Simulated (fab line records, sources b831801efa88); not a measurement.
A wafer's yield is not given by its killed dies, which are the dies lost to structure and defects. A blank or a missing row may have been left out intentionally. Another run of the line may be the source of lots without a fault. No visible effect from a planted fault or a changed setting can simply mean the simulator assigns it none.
fab line records	flow sky130
record: lots: 24	wafers: 72	lastDay: 50
route steps=708 shown VT_ADJUST_NCORE@127 POLY_GATE@232 METAL3@566 VIA4@651 METAL5@667 PAD_OPEN@702
lots with no fault: from the same line, run without faults
startH: hours from the record's first day to the start of the lot's first wafer shown	waitH: time in hours since the lot's previous step	" the same as in the row above	L1.1+2: a single row standing in for several wafers	- value missing, or start not given	* or withheld: withheld	< > ~ a bound
route shown NAME@n: a module of which the file shows steps, and the number in the route of the first	usual: mean/standard deviation of fault-free wafers	same: alike in all rows	chamber/n: place in a boat	sites: each site's reading	_std_site: their standard deviation	_edge_site: mean of outer sites minus mean of inner sites	radiusMm: how far each site lies from the wafer's centre	mask NAME#n: copy n	behind: tool/chamber where the wafer was last shaped	hold: what put the lot on hold/how long, in hours/how the hold closed	device: which transistor (n, p or np) failed to switch	end of line: tests of these same wafers at the route's end	a step without rows: its recipe alone	killed: the dies lost at the first sort to structure and to defects; this is not the yield of the wafer	map: a wafer's dies, x killed, . not, _ none there
set.NAME: the setting the step ran with; set.NAME@STEP: the setting that earlier step ran with	model.NAME: the simulator's own value behind a step, which no gauge read
one table for each step of the route and one row for each wafer, over a sample of lots
services: from which hour (startH, from the record's first day; less than 0 if before it) a tool's chamber was out of use, for how many hours, and why
== steps ==
step: SKY_VT_ADJUST_NCORE_OVL_MEAS_08
usual: VT_ADJUST_NCORE_OVL: 0.3/1.3
lot.wafer	tool	chamber	startH	waitH	VT_ADJUST_NCORE_OVL[nm]
L074.2	overlay-01	-	182.86	0.1	-1.4
L074.4	"	-	"	"	-0.5
L074.5	"	-	"	"	-2.2
L075.1	overlay-01	-	189.65	0.1	-2.0
L075.2	"	-	"	"	-2.0
L075.4	"	-	"	"	-0.8
L076.1	overlay-01	-	201.95	0.1	2.0
L076.2	"	-	"	"	2.6
L076.5	"	-	"	"	2.0
L077.1	overlay-01	-	203.00	0.1	-1.0
L077.3	"	-	"	"	-1.4
L077.4	"	-	"	"	-0.4
L078.1	overlay-01	-	213.60	0.1	-1.4
L078.3	"	-	"	"	0.2
L078.6	"	-	"	"	-2.2
L079.1	overlay-02	-	216.47	0.1	0.1
L079.3	"	-	"	"	0.7
L079.6	"	-	"	"	0.1
L080.1	overlay-01	-	226.95	0.1	0.9
L080.3	"	-	"	"	1.2
L080.5	"	-	"	"	2.8
L081.1	overlay-01	-	232.25	0.1	-0.2
L081.5	"	-	"	"	-0.5
L081.6	"	-	"	"	0.7
L082.1	overlay-01	-	239.87	0.1	-1.6
L082.4	"	-	"	"	-1.3
L082.6	"	-	"	"	-0.4
L083.1	overlay-02	-	248.12	0.1	0.8
L083.4	"	-	"	"	-0.1
L083.5	"	-	"	"	1.5
L084.2	overlay-01	-	259.17	0.1	-1.0
L084.3	"	-	"	"	-0.3
L084.5	"	-	"	"	-0.5
L085.1	overlay-01	-	267.40	0.1	1.2
L085.2	"	-	"	"	0.7
L085.3	"	-	"	"	0.2
L086.1	overlay-01	-	273.85	0.1	-0.4
L086.3	"	-	"	"	-1.8
L086.4	"	-	"	"	-0.6
L087.2	overlay-01	-	279.31	0.1	0.5
L087.4	"	-	"	"	2.7
L087.5	"	-	"	"	1.5
L088.1	overlay-01	-	283.00	0.1	1.4
L088.2	"	-	"	"	2.2
L088.4	"	-	"	"	2.9
L089.1	overlay-01	-	290.40	0.1	2.1
L089.2	"	-	"	"	1.2
L089.3	"	-	"	"	0.2
L090.2	overlay-01	-	300.36	0.1	2.6
L090.5	"	-	"	"	1.8
L090.6	"	-	"	"	2.2
L091.2	overlay-01	-	306.36	0.1	0.2
L091.4	"	-	"	"	0.9
L091.6	"	-	"	"	0.4
L092.1	overlay-01	-	312.71	0.1	0.5
L092.4	"	-	"	"	0.3
L092.5	"	-	"	"	0.5
L093.3	overlay-01	-	317.26	0.1	0.7
L093.4	"	-	"	"	0.3
L093.6	"	-	"	"	-0.9
L094.1	overlay-01	-	325.11	0.1	-2.0
L094.3	"	-	"	"	-0.8
L094.4	"	-	"	"	-1.2
L095.2	overlay-01	-	330.61	0.1	0.9
L095.3	"	-	"	"	0.2
L095.6	"	-	"	"	-0.1
L096.2	overlay-01	-	336.52	0.1	0.6
L096.4	"	-	"	"	0.7
L096.6	"	-	"	"	2.9
L097.1	overlay-02	-	354.50	0.1	-0.3
L097.3	"	-	"	"	1.0
L097.4	"	-	"	"	-1.2
step: SKY_POLY_GATE_STRIP_18
recipe: chemistry: O2/N2	powerW: 1400	pressureMtorr: 1500	platenTempC: withheld	o2FlowSccm: 3000	n2FlowSccm: 300	overashFraction: 0.5
usual: drypumpMotorCurrentA: 5.6/0.61	oesProductAu: 0.360/0.0048	stripTimeToEndpointS: 3.15/0.044
lot.wafer	tool	chamber	startH	waitH	drypumpMotorCurrentA	oesProductAu	rfHoursCounterH	stripTimeToEndpointS
L074.2	plasmaAsher-04	0	370.43	0.0	4.7	0.352	55	3.13
L074.4	"	1	"	"	5.4	0.361	-	3.12
L074.5	"	1	"	"	5.4	0.363	-	3.18
L075.1	plasmaAsher-02	0	378.53	0.0	6.6	0.359	70	3.09
L075.2	"	1	"	"	6.1	0.367	70	3.19
L075.4	"	0	"	"	6.6	0.359	-	3.16
L076.1	plasmaAsher-03	0	392.03	0.0	5.6	0.360	26	3.19
L076.2	"	1	"	"	5.5	0.356	26	3.18
L076.5	"	0	"	"	5.6	0.364	-	3.16
L077.1	plasmaAsher-02	0	394.13	0.0	6.6	0.356	72	3.16
L077.3	"	1	"	"	6.1	0.360	-	3.13
L077.4	"	0	"	"	6.6	0.361	-	3.22
L078.1	plasmaAsher-04	0	405.73	0.0	4.7	0.363	58	3.15
L078.3	"	0	"	"	4.7	0.368	-	3.13
L078.6	"	0	"	"	4.8	0.364	-	3.12
L079.1	plasmaAsher-04	1	410.38	0.0	5.3	0.357	59	3.13
L079.3	"	1	"	"	5.4	0.367	-	3.14
L079.6	"	0	"	"	4.8	0.364	-	3.13
L080.1	plasmaAsher-03	0	427.68	0.0	5.6	0.357	30	3.16
L080.3	"	0	"	"	5.6	0.356	-	3.08
L080.5	"	1	"	"	5.5	0.358	-	3.15
L081.1	plasmaAsher-02	1	431.94	0.0	6.1	0.363	0	3.18
L081.5	"	0	"	"	6.6	0.361	-	3.23
L081.6	"	1	"	"	6.1	0.358	-	3.10
L082.1	plasmaAsher-04	0	449.03	0.0	4.7	0.357	63	3.12
L082.4	"	0	"	"	4.8	0.357	-	3.17
L082.6	"	1	"	"	5.4	0.371	-	3.23
L083.1	plasmaAsher-03	1	458.03	0.0	5.5	0.365	33	3.10
L083.4	"	1	"	"	5.5	0.363	-	3.14
L083.5	"	1	"	"	5.5	0.367	-	3.10
L084.2	plasmaAsher-02	0	470.43	0.0	6.6	0.350	3	3.15
L084.3	"	1	"	"	6.1	0.365	-	3.17
L084.5	"	1	"	"	6.1	0.366	-	3.16
L085.1	plasmaAsher-04	1	479.93	0.0	5.4	0.363	66	3.06
L085.2	"	0	"	"	4.7	0.365	66	3.09
L085.3	"	0	"	"	4.8	0.362	-	3.08
L086.1	plasmaAsher-04	0	486.88	0.0	4.8	0.363	67	3.10
L086.3	"	1	"	"	5.4	0.356	-	3.14
L086.4	"	0	"	"	4.8	0.355	-	3.14
L087.2	plasmaAsher-04	0	494.23	0.0	4.7	0.361	67	3.11
L087.4	"	1	"	"	5.4	0.361	-	3.18
L087.5	"	0	"	"	4.7	0.361	-	3.14
L088.1	plasmaAsher-03	1	497.94	0.0	5.5	0.352	38	3.09
L088.2	"	0	"	"	5.6	0.360	38	3.15
L088.4	"	0	"	"	5.6	0.364	-	3.17
L089.1	plasmaAsher-03	1	507.49	0.0	5.5	0.359	39	3.16
L089.2	"	0	"	"	5.6	0.372	39	3.29
L089.3	"	1	"	"	5.6	0.371	-	3.16
L090.2	plasmaAsher-04	0	519.33	0.0	4.7	0.369	71	3.17
L090.5	"	0	"	"	4.7	0.359	-	3.13
L090.6	"	1	"	"	5.4	0.362	-	3.19
L091.2	plasmaAsher-02	0	531.33	0.0	6.6	0.362	9	3.16
L091.4	"	1	"	"	6.1	0.361	-	3.20
L091.6	"	1	"	"	6.1	0.357	-	3.08
L092.1	plasmaAsher-02	0	536.44	0.0	6.6	0.361	9	3.24
L092.4	"	0	"	"	6.6	0.362	-	3.12
L092.5	"	1	"	"	6.0	0.351	-	3.10
L093.3	plasmaAsher-02	1	543.26	0.1	6.0	0.362	-	3.21
L093.4	"	0	"	"	6.6	0.362	-	3.15
L093.6	"	1	"	"	6.1	0.360	-	3.24
L094.1	plasmaAsher-04	0	543.58	0.0	4.7	0.360	73	3.09
L094.3	"	0	"	"	4.7	0.359	-	3.11
L094.4	"	1	"	"	5.4	0.364	-	3.16
L095.2	plasmaAsher-03	1	558.13	0.0	5.6	0.353	45	3.14
L095.3	"	1	"	"	5.5	0.356	-	3.14
L095.6	"	1	"	"	5.5	0.355	-	3.12
L096.2	plasmaAsher-02	1	561.53	0.0	6.1	0.363	12	3.17
L096.4	"	0	"	"	6.6	0.360	-	3.17
L096.6	"	0	"	"	6.6	0.362	-	3.17
L097.1	plasmaAsher-04	0	578.03	0.0	4.8	0.359	77	3.22
L097.3	"	1	"	"	5.4	0.362	-	3.23
L097.4	"	0	"	"	4.8	0.357	-	3.22
step: SKY_METAL3_ETCH_16
recipe: chemistry: N2/H2	target: BARC	ionEnergyEv: 200	biasW: 100	pressureMtorr: 30	n2FlowSccm: 100	h2FlowSccm: 200	icpW: 500	stopOn: SiO2	timeS: 88.2	targetDepthA: 600
usual: drypumpMotorCurrentA: 5.8/0.32	h2FlowSccm: 200.0/0.62	oesProductAu: 0.625/0.0044	throttleValvePct: 13.205/0.008
lot.wafer	tool	chamber	startH	waitH	drypumpMotorCurrentA	h2FlowSccm	oesProductAu	rfHoursCounterH	throttleValvePct
L074.2	rieMetal-03	0	901.64	0.1	6.0	198.9	0.625	-	13.194
L074.4	"	0	"	"	6.0	199.4	0.618	-	13.221
L074.5	"	0	"	"	6.0	199.1	0.622	-	13.192
L075.1	rieMetal-02	0	913.77	0.0	6.1	199.3	0.622	11	13.214
L075.2	"	1	"	"	5.3	200.4	0.630	18	13.193
L075.4	"	1	"	"	5.3	199.5	0.629	-	13.218
L076.1	rieMetal-03	1	920.33	0.0	5.8	201.0	0.623	0	13.197
L076.2	"	0	"	"	6.0	199.4	0.626	17	13.196
L076.5	"	0	"	"	6.0	200.0	0.633	-	13.203
L077.1	rieMetal-03	1	922.08	0.0	5.8	200.0	0.619	0	13.217
L077.3	"	0	"	"	6.0	199.8	0.625	-	13.206
L077.4	"	1	"	"	5.8	200.1	0.625	-	13.206
L078.1	rieMetal-04	0	931.38	0.0	6.2	200.5	0.631	15	13.194
L078.3	"	0	"	"	6.2	199.3	0.635	-	13.202
L078.6	"	1	"	"	5.4	201.1	0.620	-	13.207
L079.1	rieMetal-03	1	939.81	0.1	5.7	199.9	0.620	2	13.199
L079.3	"	1	"	"	5.7	199.3	0.619	-	13.198
L079.6	"	1	"	"	5.8	199.3	0.622	-	13.202
L080.1	rieMetal-03	1	948.43	0.0	5.8	199.2	0.629	3	13.220
L080.3	"	1	"	"	5.8	199.3	0.623	-	13.210
L080.5	"	0	"	"	6.0	199.2	0.624	-	13.189
L081.1	rieMetal-04	0	952.97	0.0	6.2	201.0	0.632	16	13.203
L081.5	"	1	"	"	5.4	200.3	0.625	-	13.207
L081.6	"	0	"	"	6.2	200.6	0.632	-	13.207
L082.1	rieMetal-02	0	968.38	0.0	6.1	199.4	0.624	14	13.209
L082.4	"	0	"	"	6.1	199.8	0.618	-	13.200
L082.6	"	1	"	"	5.3	199.7	0.630	-	13.200
L083.1	rieMetal-04	0	975.73	0.0	6.2	200.4	0.626	17	13.205
L083.4	"	1	"	"	5.4	199.7	0.624	-	13.225
L083.5	"	0	"	"	6.2	199.6	0.623	-	13.207
L084.2	rieMetal-02	1	983.28	0.0	5.3	200.4	0.627	21	13.210
L084.3	"	1	"	"	5.3	200.6	0.620	-	13.200
L084.5	"	1	"	"	5.3	200.2	0.627	-	13.199
L085.1	rieMetal-03	0	995.18	0.0	5.9	198.6	0.624	2	13.210
L085.2	"	1	"	"	5.8	200.5	0.627	5	13.211
L085.3	"	1	"	"	5.8	201.0	0.620	-	13.199
L086.1	rieMetal-04	0	1000.47	0.0	6.2	200.1	0.624	19	13.211
L086.3	"	0	"	"	6.2	199.9	0.622	-	13.206
L086.4	"	1	"	"	5.4	199.5	0.629	-	13.191
L087.2	rieMetal-03	1	1000.68	0.0	5.8	200.3	0.619	5	13.209
L087.4	"	0	"	"	6.0	199.9	0.628	-	13.197
L087.5	"	0	"	"	6.0	199.2	0.624	-	13.215
L088.1	rieMetal-04	1	1002.80	0.0	5.4	199.8	0.624	13	13.221
L088.2	"	0	"	"	6.2	199.9	0.627	19	13.204
L088.4	"	1	"	"	5.4	199.5	0.628	-	13.206
L089.1	rieMetal-04	1	1010.97	0.0	5.4	199.4	0.618	13	13.211
L089.2	"	0	"	"	6.2	200.1	0.623	19	13.212
L089.3	"	0	"	"	6.2	200.3	0.617	-	13.199
L090.2	rieMetal-02	0	1019.45	0.1	6.1	200.6	0.628	-	13.196
L090.5	"	0	"	"	6.1	200.1	0.623	-	13.212
L090.6	"	0	"	"	6.1	200.3	0.617	-	13.202
L091.2	rieMetal-03	1	1033.73	0.0	5.8	199.9	0.625	8	13.208
L091.4	"	0	"	"	6.0	199.8	0.620	-	13.202
L091.6	"	1	"	"	5.8	200.1	0.621	-	13.197
L092.1	rieMetal-02	0	1034.08	0.0	6.1	200.3	0.620	17	13.207
L092.4	"	0	"	"	6.1	199.8	0.618	-	13.215
L092.5	"	0	"	"	6.1	199.3	0.624	-	13.228
L093.3	rieMetal-04	0	1034.46	0.0	6.2	200.1	0.623	-	13.205
L093.4	"	1	"	"	5.4	199.7	0.622	-	13.203
L093.6	"	0	"	"	6.2	199.6	0.622	-	13.192
L094.1	rieMetal-03	1	1035.78	0.0	5.8	200.4	0.631	8	13.214
L094.3	"	1	"	"	5.8	198.9	0.624	-	13.214
L094.4	"	0	"	"	5.9	201.7	0.626	-	13.198
L095.2	rieMetal-03	1	1049.47	0.0	5.8	200.4	0.625	9	13.199
L095.3	"	0	"	"	6.0	200.4	0.622	-	13.205
L095.6	"	0	"	"	6.0	200.1	0.625	-	13.203
L096.2	rieMetal-02	1	1051.38	0.0	5.3	201.0	0.624	2	13.197
L096.4	"	0	"	"	6.1	200.8	0.619	-	13.208
L096.6	"	1	"	"	5.3	200.7	0.615	-	13.196
L097.1	rieMetal-02	0	1065.50	0.0	6.1	201.3	0.623	19	13.192
L097.3	"	0	"	"	6.1	201.2	0.625	-	13.219
L097.4	"	1	"	"	5.3	201.3	0.619	-	13.196
step: SKY_VIA4_ETCH_12
recipe: target: SiO2	chemistry: C4F8/O2/Ar	stopOn: TiN	maskMaterial: NOVOLAK	sourceW: 1500	biasW: 1200	pressureMtorr: 40	c4f8FlowSccm: withheld	O2_flow_sccm: 6	Ar_flow_sccm: 300	timeS: withheld	targetDepthA: 5800
usual: oesProductAu: 0.925/0.0044
lot.wafer	tool	chamber	startH	waitH	oesProductAu
L074.2	rieDiel-01	1	1005.03	0.0	0.921
L074.4	"	0	"	"	0.925
L074.5	"	1	"	"	0.922
L075.1	rieDiel-02	0	1013.88	0.0	0.932
L075.2	"	1	"	"	0.922
L075.4	"	3	"	"	0.936
L076.1	rieDiel-02	0	1022.78	0.0	0.929
L076.2	"	1	"	"	0.924
L076.5	"	1	"	"	0.928
L077.1	rieDiel-02	0	1024.58	0.0	0.924
L077.3	"	2	"	"	0.928
L077.4	"	1	"	"	0.925
L078.1	rieDiel-02	0	1031.98	0.0	0.928
L078.3	"	3	"	"	0.928
L078.6	"	1	"	"	0.929
L079.1	rieDiel-03	2	1038.02	0.0	0.923
L079.3	"	0	"	"	0.925
L079.6	"	3	"	"	0.920
L080.1	rieDiel-01	0	1047.57	0.0	0.924
L080.3	"	2	"	"	0.923
L080.5	"	0	"	"	0.922
L081.1	rieDiel-02	2	1052.43	0.0	0.926
L081.5	"	0	"	"	0.922
L081.6	"	1	"	"	0.923
L082.1	rieDiel-02	3	1065.83	0.0	0.928
L082.4	"	0	"	"	0.926
L082.6	"	1	"	"	0.921
L083.1	rieDiel-02	0	1071.98	0.0	0.920
L083.4	"	1	"	"	0.922
L083.5	"	3	"	"	0.930
L084.2	rieDiel-03	1	1078.03	0.0	0.934
L084.3	"	2	"	"	0.923
L084.5	"	3	"	"	0.926
L085.1	rieDiel-02	3	1089.68	0.0	0.924
L085.2	"	2	"	"	0.929
L085.3	"	1	"	"	0.923
L086.1	rieDiel-02	0	1093.98	0.0	0.930
L086.3	"	2	"	"	0.936
L086.4	"	1	"	"	0.929
L087.2	rieDiel-01	0	1095.27	0.0	0.922
L087.4	"	3	"	"	0.924
L087.5	"	2	"	"	0.916
L088.1	rieDiel-02	2	1096.18	0.0	0.925
L088.2	"	3	"	"	0.932
L088.4	"	1	"	"	0.931
L089.1	rieDiel-03	1	1103.12	0.0	0.922
L089.2	"	2	"	"	0.927
L089.3	"	3	"	"	0.925
L090.2	rieDiel-02	3	1109.27	0.0	0.917
L090.5	"	2	"	"	0.916
L090.6	"	1	"	"	0.934
L091.2	rieDiel-01	3	1122.83	0.0	0.927
L091.4	"	3	"	"	0.924
L091.6	"	2	"	"	0.926
L092.1	rieDiel-02	1	1123.48	0.0	0.926
L092.4	"	3	"	"	0.930
L092.5	"	0	"	"	0.929
L093.3	rieDiel-03	1	1123.78	0.0	0.926
L093.4	"	3	"	"	0.934
L093.6	"	3	"	"	0.922
L094.1	rieDiel-01	1	1125.27	0.0	0.918
L094.3	"	3	"	"	0.927
L094.4	"	2	"	"	0.917
L095.2	rieDiel-02	2	1137.98	0.0	0.921
L095.3	"	1	"	"	0.931
L095.6	"	3	"	"	0.927
L096.2	rieDiel-03	2	1139.28	0.0	0.929
L096.4	"	1	"	"	0.923
L096.6	"	2	"	"	0.924
L097.1	rieDiel-03	2	1149.48	0.0	0.923
L097.3	"	0	"	"	0.921
L097.4	"	1	"	"	0.933
step: SKY_METAL5_THK_MEAS_06
recipe: thkMeasGauge: xrf	reads: AlCu_of_METAL5_SPUTTER_02
usual: METAL5_ALCU_THK: 1155/12
lot.wafer	tool	chamber	startH	waitH	METAL5_ALCU_THK[nm]
L074.2	filmMetro-03	-	1006.96	0.1	1156
L074.4	"	-	"	"	1162
L074.5	"	-	"	"	1162
L075.1	filmMetro-04	-	1015.52	0.1	1150
L075.2	"	-	"	"	1152
L075.4	"	-	"	"	1165
L076.1	filmMetro-04	-	1024.42	0.1	1162
L076.2	"	-	"	"	1170
L076.5	"	-	"	"	1166
L077.1	filmMetro-04	-	1026.35	0.1	1143
L077.3	"	-	"	"	1165
L077.4	"	-	"	"	1163
L078.1	filmMetro-02	-	1033.62	0.1	1168
L078.3	"	-	"	"	1172
L078.6	"	-	"	"	1152
L079.1	filmMetro-04	-	1039.66	0.1	1144
L079.3	"	-	"	"	1147
L079.6	"	-	"	"	1142
L080.1	filmMetro-02	-	1049.21	0.1	1163
L080.3	"	-	"	"	1173
L080.5	"	-	"	"	1158
L081.1	filmMetro-04	-	1054.08	0.1	1174
L081.5	"	-	"	"	1164
L081.6	"	-	"	"	1155
L082.1	filmMetro-02	-	1067.52	0.1	1150
L082.4	"	-	"	"	1143
L082.6	"	-	"	"	1160
L083.1	filmMetro-03	-	1073.63	0.1	1147
L083.4	"	-	"	"	1148
L083.5	"	-	"	"	1160
L084.2	filmMetro-03	-	1079.72	0.1	1154
L084.3	"	-	"	"	1166
L084.5	"	-	"	"	1172
L085.1	filmMetro-03	-	1091.42	0.1	1151
L085.2	"	-	"	"	1157
L085.3	"	-	"	"	1144
L086.1	filmMetro-04	-	1095.62	0.1	1147
L086.3	"	-	"	"	1151
L086.4	"	-	"	"	1160
L087.2	filmMetro-03	-	1096.92	0.1	1156
L087.4	"	-	"	"	1148
L087.5	"	-	"	"	1140
L088.1	filmMetro-02	-	1097.82	0.1	1152
L088.2	"	-	"	"	1165
L088.4	"	-	"	"	1160
L089.1	filmMetro-03	-	1104.83	0.1	1122
L089.2	"	-	"	"	1133
L089.3	"	-	"	"	1147
L090.2	filmMetro-03	-	1111.05	0.1	1143
L090.5	"	-	"	"	1160
L090.6	"	-	"	"	1150
L091.2	filmMetro-03	-	1124.49	0.1	1138
L091.4	"	-	"	"	1146
L091.6	"	-	"	"	1149
L092.1	filmMetro-03	-	1125.19	0.1	1165
L092.4	"	-	"	"	1154
L092.5	"	-	"	"	1154
L093.3	filmMetro-02	-	1125.45	0.1	1170
L093.4	"	-	"	"	1157
L093.6	"	-	"	"	1166
L094.1	filmMetro-03	-	1126.98	0.1	1135
L094.3	"	-	"	"	1136
L094.4	"	-	"	"	1141
L095.2	filmMetro-04	-	1139.64	0.1	1161
L095.3	"	-	"	"	1158
L095.6	"	-	"	"	1151
L096.2	filmMetro-02	-	1140.95	0.1	1172
L096.4	"	-	"	"	1163
L096.6	"	-	"	"	1181
L097.1	filmMetro-04	-	1151.17	0.1	1156
L097.3	"	-	"	"	1158
L097.4	"	-	"	"	1156
step: SKY_PAD_OPEN_STRIP_08
recipe: chemistry: O2/N2	powerW: 1400	pressureMtorr: 1500	platenTempC: withheld	overashFraction: 0.7	o2FlowSccm: 3000	n2FlowSccm: 300
usual: drypumpMotorCurrentA: 5.6/0.62	oesProductAu: 0.663/0.0042	stripTimeToEndpointS: 36.99/0.099
lot.wafer	tool	chamber	startH	waitH	drypumpMotorCurrentA	oesProductAu	rfHoursCounterH	stripTimeToEndpointS
L074.2	plasmaAsher-04	1	1075.75	0.1	5.4	0.669	1	37.08
L074.4	"	1	"	"	5.4	0.662	-	37.21
L074.5	"	1	"	"	5.4	0.663	-	37.10
L075.1	plasmaAsher-04	0	1082.59	0.1	4.7	0.667	2	36.87
L075.2	"	1	"	"	5.4	0.666	2	36.91
L075.4	"	0	"	"	4.8	0.661	-	36.78
L076.1	plasmaAsher-01	1	1089.45	0.1	5.7	0.658	33	36.92
L076.2	"	0	"	"	5.8	0.659	33	36.90
L076.5	"	0	"	"	5.9	0.663	-	36.90
L077.1	plasmaAsher-04	0	1092.84	0.1	4.7	0.658	3	36.99
L077.3	"	1	"	"	5.4	0.670	-	37.04
L077.4	"	0	"	"	4.7	0.668	-	37.01
L078.1	plasmaAsher-01	1	1099.34	0.1	5.7	0.662	34	36.93
L078.3	"	0	"	"	5.9	0.663	-	36.80
L078.6	"	0	"	"	5.9	0.667	-	36.91
L079.1	plasmaAsher-01	1	1104.14	0.1	5.6	0.667	34	37.00
L079.3	"	0	"	"	5.9	0.668	-	37.02
L079.6	"	0	"	"	5.9	0.660	-	36.81
L080.1	plasmaAsher-04	1	1113.64	0.1	5.4	0.664	5	37.09
L080.3	"	1	"	"	5.4	0.668	-	36.99
L080.5	"	0	"	"	4.8	0.660	-	36.93
L081.1	plasmaAsher-02	1	1118.00	0.1	6.1	0.666	67	37.07
L081.5	"	0	"	"	6.6	0.665	-	37.11
L081.6	"	1	"	"	6.1	0.659	-	37.10
L082.1	plasmaAsher-04	0	1128.85	0.1	4.7	0.660	7	37.05
L082.4	"	1	"	"	5.4	0.658	-	37.10
L082.6	"	1	"	"	5.4	0.664	-	37.07
L083.1	plasmaAsher-04	1	1133.55	0.1	5.4	0.664	7	36.99
L083.4	"	1	"	"	5.4	0.676	-	37.02
L083.5	"	0	"	"	4.7	0.658	-	36.97
L084.2	plasmaAsher-02	1	1139.70	0.1	6.1	0.667	69	36.98
L084.3	"	0	"	"	6.6	0.668	-	36.95
L084.5	"	1	"	"	6.1	0.666	-	36.96
L085.1	plasmaAsher-02	1	1151.00	0.1	6.1	0.666	70	37.01
L085.2	"	0	"	"	6.6	0.663	70	37.01
L085.3	"	1	"	"	6.1	0.657	-	37.09
L086.1	plasmaAsher-04	0	1153.69	0.1	4.7	0.657	9	36.93
L086.3	"	0	"	"	4.7	0.667	-	36.79
L086.4	"	1	"	"	5.4	0.654	-	36.95
L087.2	plasmaAsher-02	0	1154.44	0.1	6.6	0.660	70	36.97
L087.4	"	1	"	"	6.1	0.664	-	36.97
L087.5	"	1	"	"	6.1	0.663	-	37.06
L088.1	plasmaAsher-02	1	1156.15	0.1	6.1	0.667	71	37.11
L088.2	"	0	"	"	6.6	0.663	71	37.06
L088.4	"	0	"	"	6.6	0.663	-	37.07
L089.1	plasmaAsher-01	1	1163.19	0.1	5.6	0.670	40	36.99
L089.2	"	0	"	"	5.8	0.667	40	36.95
L089.3	"	1	"	"	5.6	0.667	-	36.80
L090.2	plasmaAsher-04	0	1167.24	0.1	4.7	0.673	10	36.93
L090.5	"	0	"	"	4.8	0.663	-	37.04
L090.6	"	1	"	"	5.3	0.662	-	37.10
L091.2	plasmaAsher-01	1	1179.09	0.1	5.6	0.664	41	37.06
L091.4	"	0	"	"	5.9	0.666	-	37.15
L091.6	"	1	"	"	5.6	0.667	-	37.11
L092.1	plasmaAsher-02	1	1180.09	0.1	6.1	0.660	73	37.09
L092.4	"	0	"	"	6.6	0.666	-	37.04
L092.5	"	0	"	"	6.6	0.659	-	37.09
L093.3	plasmaAsher-04	0	1180.47	0.1	4.7	0.665	-	36.90
L093.4	"	1	"	"	5.4	0.661	-	36.90
L093.6	"	1	"	"	5.4	0.662	-	36.86
L094.1	plasmaAsher-04	0	1182.34	0.1	4.7	0.663	12	37.05
L094.3	"	1	"	"	5.4	0.669	-	37.05
L094.4	"	0	"	"	4.7	0.668	-	37.00
L095.2	plasmaAsher-04	0	1191.49	0.1	4.7	0.660	13	37.01
L095.3	"	1	"	"	5.4	0.659	-	36.91
L095.6	"	0	"	"	4.8	0.664	-	36.91
L096.2	plasmaAsher-02	1	1194.09	0.1	6.1	0.659	74	36.93
L096.4	"	0	"	"	6.6	0.667	-	36.84
L096.6	"	1	"	"	6.1	0.660	-	36.88
L097.1	plasmaAsher-04	0	1201.65	0.1	4.7	0.661	14	37.09
L097.3	"	1	"	"	5.3	0.666	-	37.06
L097.4	"	0	"	"	4.7	0.665	-	37.10
== services ==
tool	chamber	startH	hours	kind
plasmaAsher-04	-	385.03	4.6	repair
plasmaAsher-02	-	421.25	9.0	pm
plasmaAsher-02	-	450.82	4.3	repair
rieDiel-02	-	485.71	2.8	pm
rieDiel-02	2	509.10	4.4	repair
plasmaAsher-02	-	514.31	11.1	repair
plasmaAsher-04	-	604.35	3.9	repair
rieDiel-02	3	624.54	17.0	repair
plasmaAsher-04	-	676.84	2.6	repair
plasmaAsher-02	-	686.47	2.8	pm
rieDiel-02	3	793.05	4.7	repair
rieDiel-02	0	866.96	3.0	repair
plasmaAsher-02	-	885.60	4.2	repair
plasmaAsher-04	-	944.42	2.7	repair
rieDiel-02	2	1013.54	2.4	repair
plasmaAsher-04	-	1045.42	1.6	repair
rieDiel-02	2	1046.76	4.1	repair
plasmaAsher-04	-	1055.25	9.0	pm
rieDiel-02	2	1057.46	16.1	repair
rieDiel-02	0	1094.13	16.7	repair
plasmaAsher-02	-	1095.07	1.7	repair
plasmaAsher-02	-	1101.59	6.3	repair
rieDiel-02	2	1129.38	8.3	repair
plasmaAsher-04	-	1137.33	2.8	pm
== key ==
fault none
